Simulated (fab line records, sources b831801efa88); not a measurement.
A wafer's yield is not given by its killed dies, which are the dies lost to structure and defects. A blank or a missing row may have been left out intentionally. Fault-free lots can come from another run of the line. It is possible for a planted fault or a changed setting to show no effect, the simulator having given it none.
fab line records	flow gf180mcu
record lots=24	wafers=72	last-day=34
route steps=602 shown V1@350 M2@363 M4@461 V4@494
lots with no fault: from the same line, run without faults
start-h: hours from the record's opening day to when the first of the lot's shown wafers began	wait-h: time in hours since the lot's previous step	" unchanged from the row above	L1.1+2: a single row standing in for several wafers	- value missing, or start not given	* or withheld: withheld	< > ~ a bound
route shown NAME@n: a module of which the file shows steps, and the number in the route of the first	usual: average and standard deviation across the fault-free wafers	same: alike in all rows	chamber/n: place in a boat	sites: each site's reading	_std_site: the values' standard deviation	_edge_site: outer sites' mean less inner sites'	radius-mm: for every site, how far away it sits from the centre of the wafer	mask NAME#n: copy n	behind: tool/chamber where the wafer was last shaped	hold: reason for holding the lot/hours on hold/outcome of the hold	device: names the non-switching transistor (n, p or np)	end of line: the route-end tests of the same wafers	where a step has no rows: the recipe by itself	killed: dies lost to structure and defects at the first sort, not the wafer's yield	map: shows each die of a wafer: x if killed, . if not, _ if none is there
set.NAME: the setting the step ran with; set.NAME@STEP: the setting that earlier step ran with	model.NAME: the simulator's own value behind a step, which no gauge read
one table for each step of the route and one row for each wafer, over a sample of lots
services: a tool's chamber out of use, with start hour (start-h, from the record's first day; less than 0 if before it), hours out, and reason
## steps
# step GF_V1_OVL_MEAS_15
# usual V1_OVL=1/4.7
lot.wafer	tool	chamber	start-h	wait-h	V1_OVL[nm]
L074.2	overlay-02	-	414.92	0.1	-8
L074.5	"	-	"	"	-9
L074.6	"	-	"	"	-7
L075.1	overlay-01	-	424.79	0.1	-4
L075.3	"	-	"	"	-7
L075.4	"	-	"	"	-6
L076.2	overlay-02	-	438.27	0.1	0
L076.4	"	-	"	"	1
L076.6	"	-	"	"	-4
L077.1	overlay-01	-	448.69	0.1	5
L077.5	"	-	"	"	9
L077.6	"	-	"	"	-5
L078.3	overlay-01	-	453.15	0.1	4
L078.4	"	-	"	"	7
L078.6	"	-	"	"	8
L079.1	overlay-01	-	470.22	0.1	9
L079.3	"	-	"	"	4
L079.4	"	-	"	"	11
L080.1	overlay-01	-	475.27	0.1	-4
L080.5	"	-	"	"	-6
L080.6	"	-	"	"	-5
L081.1	overlay-01	-	482.57	0.1	-1
L081.2	"	-	"	"	2
L081.4	"	-	"	"	5
L082.3	overlay-01	-	486.93	0.1	6
L082.4	"	-	"	"	-2
L082.6	"	-	"	"	-3
L083.1	overlay-02	-	502.59	0.1	-1
L083.3	"	-	"	"	-5
L083.6	"	-	"	"	-2
L084.3	overlay-02	-	507.38	0.1	6
L084.5	"	-	"	"	0
L084.6	"	-	"	"	-4
L085.4	overlay-02	-	516.88	0.1	-1
L085.5	"	-	"	"	6
L085.6	"	-	"	"	0
L086.1	overlay-02	-	520.47	0.1	-1
L086.3	"	-	"	"	-2
L086.5	"	-	"	"	-2
L087.2	overlay-02	-	529.25	0.1	4
L087.5	"	-	"	"	5
L087.6	"	-	"	"	4
L088.2	overlay-02	-	538.56	0.1	6
L088.3	"	-	"	"	9
L088.6	"	-	"	"	8
L089.2	overlay-02	-	548.27	0.1	-3
L089.4	"	-	"	"	-2
L089.6	"	-	"	"	-8
L090.1	overlay-01	-	555.29	0.1	-3
L090.3	"	-	"	"	-1
L090.6	"	-	"	"	2
L091.1	overlay-02	-	564.66	0.1	3
L091.2	"	-	"	"	6
L091.6	"	-	"	"	1
L092.3	overlay-01	-	573.13	0.1	-1
L092.5	"	-	"	"	5
L092.6	"	-	"	"	1
L093.1	overlay-01	-	579.61	0.1	4
L093.3	"	-	"	"	5
L093.4	"	-	"	"	6
L094.2	overlay-02	-	585.76	0.1	3
L094.3	"	-	"	"	-1
L094.6	"	-	"	"	2
L095.2	overlay-01	-	592.97	0.1	-1
L095.4	"	-	"	"	0
L095.5	"	-	"	"	2
L096.1	overlay-01	-	602.06	0.1	2
L096.4	"	-	"	"	-1
L096.5	"	-	"	"	5
L097.3	overlay-01	-	609.57	0.1	3
L097.4	"	-	"	"	2
L097.6	"	-	"	"	3
# step GF_V1_STRIP_18
# recipe chemistry=O2/N2	power-w=1400	pressure-mtorr=1500	platen-temp-c=250	o2-flow-sccm=3000	n2-flow-sccm=300	overash-fraction=0.5
# usual drypump-motor-current-A=5.8/0.41	heater-power-w=306/16	oes-product-au=0.593/0.0055
lot.wafer	tool	chamber	start-h	wait-h	drypump-motor-current-A	heater-power-w	oes-product-au	rf-hours-counter-h
L074.2	plasma-asher-02	1	415.08	-	5.3	304	0.593	75
L074.5	"	1	"	"	5.3	313	0.600	-
L074.6	"	0	"	"	5.7	283	0.592	-
L075.1	plasma-asher-03	1	424.96	-	6.1	300	0.600	62
L075.3	"	1	"	"	6.1	305	0.590	-
L075.4	"	0	"	"	6.6	307	0.590	-
L076.2	plasma-asher-02	1	438.42	-	5.4	312	0.584	1
L076.4	"	0	"	"	5.7	279	0.585	-
L076.6	"	1	"	"	5.4	323	0.594	-
L077.1	plasma-asher-02	0	448.86	-	5.7	284	0.603	2
L077.5	"	0	"	"	5.7	278	0.577	-
L077.6	"	1	"	"	5.3	321	0.589	-
L078.3	plasma-asher-03	1	453.34	-	6.1	300	0.595	-
L078.4	"	0	"	"	6.6	309	0.588	-
L078.6	"	1	"	"	6.2	314	0.595	-
L079.1	plasma-asher-03	0	470.38	-	6.6	306	0.595	67
L079.3	"	1	"	"	6.2	296	0.602	-
L079.4	"	0	"	"	6.6	312	0.589	-
L080.1	plasma-asher-02	0	475.43	-	5.7	289	0.590	5
L080.5	"	0	"	"	5.7	278	0.600	-
L080.6	"	1	"	"	5.4	315	0.598	-
L081.1	plasma-asher-02	1	482.73	-	5.3	317	0.600	5
L081.2	"	0	"	"	5.7	277	0.595	5
L081.4	"	1	"	"	5.4	319	0.592	-
L082.3	plasma-asher-01	1	487.12	-	5.6	318	0.596	-
L082.4	"	0	"	"	6.3	317	0.595	-
L082.6	"	1	"	"	5.6	321	0.592	-
L083.1	plasma-asher-02	0	502.75	-	5.7	279	0.588	7
L083.3	"	0	"	"	5.7	280	0.591	-
L083.6	"	0	"	"	5.7	281	0.598	-
L084.3	plasma-asher-03	0	507.57	-	6.6	307	0.598	-
L084.5	"	0	"	"	6.6	312	0.588	-
L084.6	"	1	"	"	6.1	307	0.589	-
L085.4	plasma-asher-01	0	517.06	-	6.3	317	0.600	-
L085.5	"	1	"	"	5.6	325	0.591	-
L085.6	"	0	"	"	6.3	319	0.588	-
L086.1	plasma-asher-03	0	520.63	-	6.6	313	0.599	72
L086.3	"	0	"	"	6.6	302	0.593	-
L086.5	"	1	"	"	6.1	300	0.589	-
L087.2	plasma-asher-02	0	529.40	-	5.7	285	0.596	10
L087.5	"	0	"	"	5.7	286	0.600	-
L087.6	"	1	"	"	5.3	323	0.587	-
L088.2	plasma-asher-02	0	538.72	-	5.7	284	0.598	11
L088.3	"	1	"	"	5.3	311	0.587	-
L088.6	"	0	"	"	5.7	282	0.593	-
L089.2	plasma-asher-02	1	548.43	-	5.3	314	0.597	12
L089.4	"	0	"	"	5.7	280	0.602	-
L089.6	"	1	"	"	5.4	314	0.594	-
L090.1	plasma-asher-02	1	555.45	-	5.3	327	0.590	13
L090.3	"	1	"	"	5.3	325	0.595	-
L090.6	"	1	"	"	5.3	321	0.585	-
L091.1	plasma-asher-03	1	564.82	-	6.1	302	0.589	76
L091.2	"	0	"	"	6.6	303	0.586	76
L091.6	"	1	"	"	6.1	302	0.592	-
L092.3	plasma-asher-01	1	573.32	-	5.6	309	0.594	-
L092.5	"	1	"	"	5.6	319	0.597	-
L092.6	"	0	"	"	6.3	319	0.593	-
L093.1	plasma-asher-02	1	579.77	-	5.4	326	0.590	16
L093.3	"	1	"	"	5.4	315	0.588	-
L093.4	"	0	"	"	5.7	276	0.587	-
L094.2	plasma-asher-01	0	585.92	-	6.3	316	0.597	51
L094.3	"	0	"	"	6.3	324	0.593	-
L094.6	"	0	"	"	6.3	322	0.600	-
L095.2	plasma-asher-02	1	593.13	-	5.3	320	0.593	17
L095.4	"	0	"	"	5.7	274	0.584	-
L095.5	"	1	"	"	5.3	322	0.596	-
L096.1	plasma-asher-01	1	602.22	-	5.6	316	0.590	53
L096.4	"	0	"	"	6.2	317	0.592	-
L096.5	"	1	"	"	5.6	315	0.588	-
L097.3	plasma-asher-01	0	609.75	-	6.3	327	0.598	-
L097.4	"	1	"	"	5.6	331	0.596	-
L097.6	"	1	"	"	5.6	317	0.591	-
# step GF_V1_THK_MEAS_25
# recipe thk-meas-gauge=xrf	reads=W_of_V1_CVD_23
# usual V1_W_THK=366/4.3
lot.wafer	tool	chamber	start-h	wait-h	V1_W_THK[nm]
L074.2	film-metro-04	-	415.99	0.1	365
L074.5	"	-	"	"	364
L074.6	"	-	"	"	366
L075.1	film-metro-04	-	425.99	0.1	370
L075.3	"	-	"	"	367
L075.4	"	-	"	"	367
L076.2	film-metro-02	-	439.39	0.1	364
L076.4	"	-	"	"	368
L076.6	"	-	"	"	369
L077.1	film-metro-04	-	449.72	0.1	366
L077.5	"	-	"	"	369
L077.6	"	-	"	"	368
L078.3	film-metro-04	-	454.19	0.1	364
L078.4	"	-	"	"	374
L078.6	"	-	"	"	370
L079.1	film-metro-01	-	475.57	0.1	366
L079.3	"	-	"	"	366
L079.4	"	-	"	"	367
L080.1	film-metro-01	-	476.33	0.1	355
L080.5	"	-	"	"	353
L080.6	"	-	"	"	369
L081.1	film-metro-04	-	483.61	0.1	361
L081.2	"	-	"	"	361
L081.4	"	-	"	"	362
L082.3	film-metro-04	-	487.97	0.1	365
L082.4	"	-	"	"	358
L082.6	"	-	"	"	366
L083.1	film-metro-04	-	503.62	0.1	366
L083.3	"	-	"	"	357
L083.6	"	-	"	"	360
L084.3	film-metro-02	-	508.42	0.1	364
L084.5	"	-	"	"	363
L084.6	"	-	"	"	365
L085.4	film-metro-02	-	517.92	0.1	369
L085.5	"	-	"	"	371
L085.6	"	-	"	"	368
L086.1	film-metro-02	-	521.50	0.1	368
L086.3	"	-	"	"	363
L086.5	"	-	"	"	363
L087.2	film-metro-01	-	530.30	0.1	363
L087.5	"	-	"	"	363
L087.6	"	-	"	"	366
L088.2	film-metro-01	-	539.61	0.1	360
L088.3	"	-	"	"	360
L088.6	"	-	"	"	364
L089.2	film-metro-04	-	549.31	0.1	372
L089.4	"	-	"	"	368
L089.6	"	-	"	"	378
L090.1	film-metro-04	-	556.67	0.1	369
L090.3	"	-	"	"	370
L090.6	"	-	"	"	364
L091.1	film-metro-04	-	565.69	0.1	367
L091.2	"	-	"	"	371
L091.6	"	-	"	"	372
L092.3	film-metro-04	-	574.20	0.1	369
L092.5	"	-	"	"	367
L092.6	"	-	"	"	370
L093.1	film-metro-01	-	580.73	0.1	359
L093.3	"	-	"	"	363
L093.4	"	-	"	"	360
L094.2	film-metro-04	-	586.80	0.1	367
L094.3	"	-	"	"	369
L094.6	"	-	"	"	363
L095.2	film-metro-04	-	594.01	0.1	360
L095.4	"	-	"	"	363
L095.5	"	-	"	"	362
L096.1	film-metro-02	-	603.21	0.1	371
L096.4	"	-	"	"	367
L096.5	"	-	"	"	370
L097.3	film-metro-02	-	610.61	0.1	363
L097.4	"	-	"	"	366
L097.6	"	-	"	"	365
# step GF_M2_SPUTTER_01
# recipe material=TiN	target-thk-nm=30	power-w=6500	time-s=25	chamber-pressure-pa=0.4
# usual throttle-valve-pct=30.1/0.75
lot.wafer	tool	chamber	start-h	wait-h	throttle-valve-pct
L074.2	pvd-sputter-03	-	416.44	0.1	29.9
L074.5	"	-	"	"	29.6
L074.6	"	-	"	"	30.7
L075.1	pvd-sputter-03	-	426.45	0.1	29.8
L075.3	"	-	"	"	29.2
L075.4	"	-	"	"	29.7
L076.2	pvd-sputter-03	-	439.84	0.1	29.9
L076.4	"	-	"	"	29.8
L076.6	"	-	"	"	30.0
L077.1	pvd-sputter-03	-	450.18	0.1	29.6
L077.5	"	-	"	"	29.2
L077.6	"	-	"	"	29.5
L078.3	pvd-sputter-04	-	454.63	0.1	30.0
L078.4	"	-	"	"	29.2
L078.6	"	-	"	"	29.3
L079.1	pvd-sputter-03	-	476.03	0.1	29.9
L079.3	"	-	"	"	29.8
L079.4	"	-	"	"	30.6
L080.1	pvd-sputter-03	-	476.79	0.1	29.8
L080.5	"	-	"	"	30.8
L080.6	"	-	"	"	29.7
L081.1	pvd-sputter-02	-	484.07	0.1	30.2
L081.2	"	-	"	"	31.6
L081.4	"	-	"	"	31.1
L082.3	pvd-sputter-02	-	488.41	0.1	30.8
L082.4	"	-	"	"	31.7
L082.6	"	-	"	"	31.6
L083.1	pvd-sputter-03	-	504.08	0.1	29.8
L083.3	"	-	"	"	30.1
L083.6	"	-	"	"	30.5
L084.3	pvd-sputter-04	-	508.86	0.1	29.2
L084.5	"	-	"	"	29.5
L084.6	"	-	"	"	29.9
L085.4	pvd-sputter-02	-	518.39	0.1	32.0
L085.5	"	-	"	"	31.6
L085.6	"	-	"	"	29.4
L086.1	pvd-sputter-02	-	521.96	0.1	29.5
L086.3	"	-	"	"	30.5
L086.5	"	-	"	"	29.4
L087.2	pvd-sputter-03	-	530.75	0.1	30.6
L087.5	"	-	"	"	29.9
L087.6	"	-	"	"	29.2
L088.2	pvd-sputter-02	-	540.07	0.1	30.3
L088.3	"	-	"	"	30.8
L088.6	"	-	"	"	31.6
L089.2	pvd-sputter-03	-	549.76	0.1	29.6
L089.4	"	-	"	"	30.4
L089.6	"	-	"	"	29.5
L090.1	pvd-sputter-02	-	557.14	0.1	31.9
L090.3	"	-	"	"	30.3
L090.6	"	-	"	"	29.2
L091.1	pvd-sputter-04	-	566.15	0.1	29.5
L091.2	"	-	"	"	29.2
L091.6	"	-	"	"	29.4
L092.3	pvd-sputter-03	-	574.70	0.1	30.6
L092.5	"	-	"	"	30.5
L092.6	"	-	"	"	29.9
L093.1	pvd-sputter-02	-	581.19	0.1	30.3
L093.3	"	-	"	"	31.5
L093.4	"	-	"	"	30.9
L094.2	pvd-sputter-04	-	587.25	0.1	29.0
L094.3	"	-	"	"	29.2
L094.6	"	-	"	"	30.5
L095.2	pvd-sputter-02	-	594.46	0.1	31.7
L095.4	"	-	"	"	30.3
L095.5	"	-	"	"	30.3
L096.1	pvd-sputter-04	-	603.67	0.1	29.1
L096.4	"	-	"	"	29.2
L096.5	"	-	"	"	29.0
L097.3	pvd-sputter-04	-	611.05	0.1	30.2
L097.4	"	-	"	"	29.1
L097.6	"	-	"	"	30.0
# step GF_M4_RS_MEAS_05
# recipe thk-meas-gauge=four-point-probe	reads=TiN_of_M4_SPUTTER_04+Ti_of_M4_SPUTTER_03+AlCu_of_M4_SPUTTER_02+TiN_of_M4_SPUTTER_01+Ti_of_M4_SPUTTER_00
# usual M4_ALCU_RS=0.0700/0.00082
lot.wafer	tool	chamber	start-h	wait-h	M4_ALCU_RS[ohm/sq]
L074.2	film-metro-04	-	519.03	0.0	0.0707
L074.5	"	-	"	"	0.0701
L074.6	"	-	"	"	0.0706
L075.1	film-metro-04	-	527.90	0.0	0.0693
L075.3	"	-	"	"	0.0694
L075.4	"	-	"	"	0.0701
L076.2	film-metro-04	-	542.62	0.0	0.0705
L076.4	"	-	"	"	0.0704
L076.6	"	-	"	"	0.0701
L077.1	film-metro-04	-	551.23	0.0	0.0683
L077.5	"	-	"	"	0.0701
L077.6	"	-	"	"	0.0697
L078.3	film-metro-03	-	554.38	0.1	0.0702
L078.4	"	-	"	"	0.0697
L078.6	"	-	"	"	0.0705
L079.1	film-metro-03	-	574.22	0.0	0.0727
L079.3	"	-	"	"	0.0707
L079.4	"	-	"	"	0.0703
L080.1	film-metro-04	-	577.60	0.0	0.0701
L080.5	"	-	"	"	0.0698
L080.6	"	-	"	"	0.0705
L081.1	film-metro-04	-	583.60	0.0	0.0701
L081.2	"	-	"	"	0.0699
L081.4	"	-	"	"	0.0699
L082.3	film-metro-04	-	584.59	0.1	0.0700
L082.4	"	-	"	"	0.0702
L082.6	"	-	"	"	0.0693
L083.1	film-metro-04	-	599.72	0.0	0.0683
L083.3	"	-	"	"	0.0685
L083.6	"	-	"	"	0.0693
L084.3	film-metro-03	-	606.09	0.1	0.0712
L084.5	"	-	"	"	0.0704
L084.6	"	-	"	"	0.0712
L085.4	film-metro-02	-	611.74	0.1	0.0700
L085.5	"	-	"	"	0.0701
L085.6	"	-	"	"	0.0689
L086.1	film-metro-04	-	615.48	0.0	0.0700
L086.3	"	-	"	"	0.0691
L086.5	"	-	"	"	0.0697
L087.2	film-metro-03	-	622.83	0.0	0.0709
L087.5	"	-	"	"	0.0713
L087.6	"	-	"	"	0.0698
L088.2	film-metro-04	-	632.67	0.0	0.0705
L088.3	"	-	"	"	0.0691
L088.6	"	-	"	"	0.0705
L089.2	film-metro-03	-	640.55	0.0	0.0700
L089.4	"	-	"	"	0.0707
L089.6	"	-	"	"	0.0702
L090.1	film-metro-04	-	647.62	0.0	0.0695
L090.3	"	-	"	"	0.0695
L090.6	"	-	"	"	0.0692
L091.1	film-metro-03	-	654.58	0.0	0.0700
L091.2	"	-	"	"	0.0695
L091.6	"	-	"	"	0.0701
L092.3	film-metro-04	-	664.04	0.1	0.0698
L092.5	"	-	"	"	0.0702
L092.6	"	-	"	"	0.0704
L093.1	film-metro-03	-	669.60	0.0	0.0688
L093.3	"	-	"	"	0.0689
L093.4	"	-	"	"	0.0686
L094.2	film-metro-02	-	674.38	0.0	0.0695
L094.3	"	-	"	"	0.0702
L094.6	"	-	"	"	0.0694
L095.2	film-metro-03	-	681.39	0.0	0.0698
L095.4	"	-	"	"	0.0690
L095.5	"	-	"	"	0.0688
L096.1	film-metro-03	-	688.15	0.0	0.0707
L096.4	"	-	"	"	0.0713
L096.5	"	-	"	"	0.0705
L097.3	film-metro-04	-	694.31	0.1	0.0692
L097.4	"	-	"	"	0.0706
L097.6	"	-	"	"	0.0693
# step GF_V4_STRIP_18
# recipe chemistry=O2/N2	power-w=1400	pressure-mtorr=1500	platen-temp-c=250	o2-flow-sccm=3000	n2-flow-sccm=300	overash-fraction=0.5
# usual drypump-motor-current-A=5.8/0.34	heater-power-w=314/27	oes-product-au=0.593/0.0052
lot.wafer	tool	chamber	start-h	wait-h	drypump-motor-current-A	heater-power-w	oes-product-au	rf-hours-counter-h
L074.2	plasma-asher-01	1	565.98	-	5.6	319	0.593	49
L074.5	"	0	"	"	6.3	312	0.585	-
L074.6	"	1	"	"	5.6	312	0.589	-
L075.1	plasma-asher-01	1	574.87	-	5.6	327	0.596	50
L075.3	"	0	"	"	6.2	315	0.585	-
L075.4	"	1	"	"	5.6	315	0.592	-
L076.2	plasma-asher-02	0	587.37	-	5.7	284	0.594	16
L076.4	"	1	"	"	5.4	323	0.586	-
L076.6	"	1	"	"	5.4	315	0.592	-
L077.1	plasma-asher-01	0	597.13	-	6.2	314	0.586	53
L077.5	"	0	"	"	6.3	309	0.601	-
L077.6	"	1	"	"	5.6	314	0.602	-
L078.3	plasma-asher-02	1	599.26	-	5.3	319	0.594	-
L078.4	"	0	"	"	5.7	279	0.599	-
L078.6	"	1	"	"	5.3	318	0.599	-
L079.1	plasma-asher-01	0	618.07	-	6.3	316	0.590	55
L079.3	"	0	"	"	6.3	319	0.592	-
L079.4	"	1	"	"	5.6	311	0.590	-
L080.1	plasma-asher-02	0	621.59	-	5.7	278	0.589	21
L080.5	"	0	"	"	5.7	286	0.604	-
L080.6	"	1	"	"	5.3	320	0.592	-
L081.1	plasma-asher-01	1	626.84	-	5.6	318	0.596	57
L081.2	"	0	"	"	6.2	318	0.597	57
L081.4	"	0	"	"	6.3	318	0.588	-
L082.3	plasma-asher-01	0	628.32	-	6.3	315	0.591	-
L082.4	"	1	"	"	5.6	320	0.588	-
L082.6	"	0	"	"	6.2	322	0.594	-
L083.1	plasma-asher-02	0	642.93	-	5.7	282	0.600	24
L083.3	"	1	"	"	5.3	322	0.594	-
L083.6	"	0	"	"	5.7	285	0.591	-
L084.3	plasma-asher-02	1	648.42	-	5.4	317	0.587	-
L084.5	"	1	"	"	5.4	312	0.591	-
L084.6	"	0	"	"	5.7	283	0.590	-
L085.4	plasma-asher-01	0	653.81	-	6.3	317	0.586	-
L085.5	"	1	"	"	5.6	317	0.599	-
L085.6	"	0	"	"	6.3	316	0.594	-
L086.1	plasma-asher-02	1	656.97	-	5.4	317	0.585	26
L086.3	"	0	"	"	5.7	281	0.592	-
L086.5	"	0	"	"	5.7	274	0.586	-
L087.2	plasma-asher-01	0	663.34	-	6.3	326	0.606	62
L087.5	"	1	"	"	5.6	322	0.591	-
L087.6	"	0	"	"	6.3	316	0.585	-
L088.2	plasma-asher-01	0	672.79	-	6.3	314	0.586	63
L088.3	"	0	"	"	6.3	309	0.595	-
L088.6	"	0	"	"	6.3	319	0.602	-
L089.2	plasma-asher-02	0	682.52	-	5.7	284	0.602	30
L089.4	"	0	"	"	5.7	285	0.582	-
L089.6	"	1	"	"	5.3	326	0.595	-
L090.1	plasma-asher-01	1	687.73	-	5.6	320	0.585	65
L090.3	"	0	"	"	6.3	316	0.595	-
L090.6	"	0	"	"	6.3	311	0.594	-
L091.1	plasma-asher-02	0	695.17	-	5.7	286	0.594	32
L091.2	"	1	"	"	5.4	321	0.600	32
L091.6	"	1	"	"	5.4	313	0.602	-
L092.3	plasma-asher-02	1	704.21	-	5.4	322	0.594	-
L092.5	"	0	"	"	5.7	287	0.585	-
L092.6	"	1	"	"	5.4	321	0.594	-
L093.1	plasma-asher-01	0	710.23	-	6.2	324	0.585	69
L093.3	"	0	"	"	6.2	313	0.596	-
L093.4	"	1	"	"	5.6	315	0.592	-
L094.2	plasma-asher-01	0	713.92	-	6.3	309	0.595	69
L094.3	"	0	"	"	6.3	314	0.585	-
L094.6	"	1	"	"	5.6	315	0.594	-
L095.2	plasma-asher-04	0	719.44	-	6.0	461	0.592	98
L095.4	"	1	"	"	6.2	349	0.592	-
L095.5	"	1	"	"	6.2	357	0.593	-
L096.1	plasma-asher-01	0	726.26	-	6.2	321	0.594	70
L096.4	"	0	"	"	6.2	307	0.593	-
L096.5	"	1	"	"	5.6	331	0.587	-
L097.3	plasma-asher-02	0	731.88	-	5.7	279	0.593	-
L097.4	"	1	"	"	5.3	311	0.592	-
L097.6	"	0	"	"	5.7	283	0.589	-
## services
tool	chamber	start-h	hours	kind
plasma-asher-02	-	421.25	9.0	pm
plasma-asher-02	0	421.25	9.0	vent-cycle
plasma-asher-02	1	421.25	9.0	vent-cycle
plasma-asher-02	0	430.25	-	clean
plasma-asher-02	1	430.25	-	clean
pvd-sputter-02	-	437.09	8.5	repair
pvd-sputter-04	-	474.13	4.7	repair
plasma-asher-03	-	515.26	2.1	repair
pvd-sputter-04	-	515.51	19.3	repair
pvd-sputter-04	-	551.54	1.4	repair
plasma-asher-04	-	557.86	10.0	repair
pvd-sputter-03	3	573.92	-	consumable-replace:kit
pvd-sputter-03	3	573.92	18.0	scheduled-down
pvd-sputter-03	3	573.92	18.0	vent-cycle
plasma-asher-04	-	602.95	112.9	pm
plasma-asher-03	-	631.86	2.8	pm
pvd-sputter-04	-	661.52	0.6	repair
plasma-asher-03	-	678.87	1.6	repair
pvd-sputter-03	-	687.41	3.9	repair
pvd-sputter-03	-	700.93	3.2	repair
pvd-sputter-02	-	704.46	1.0	repair
plasma-asher-03	-	708.02	0.9	repair
pvd-sputter-04	-	709.45	4.9	repair
pvd-sputter-03	2	719.09	-	consumable-replace:kit
## key
fault none
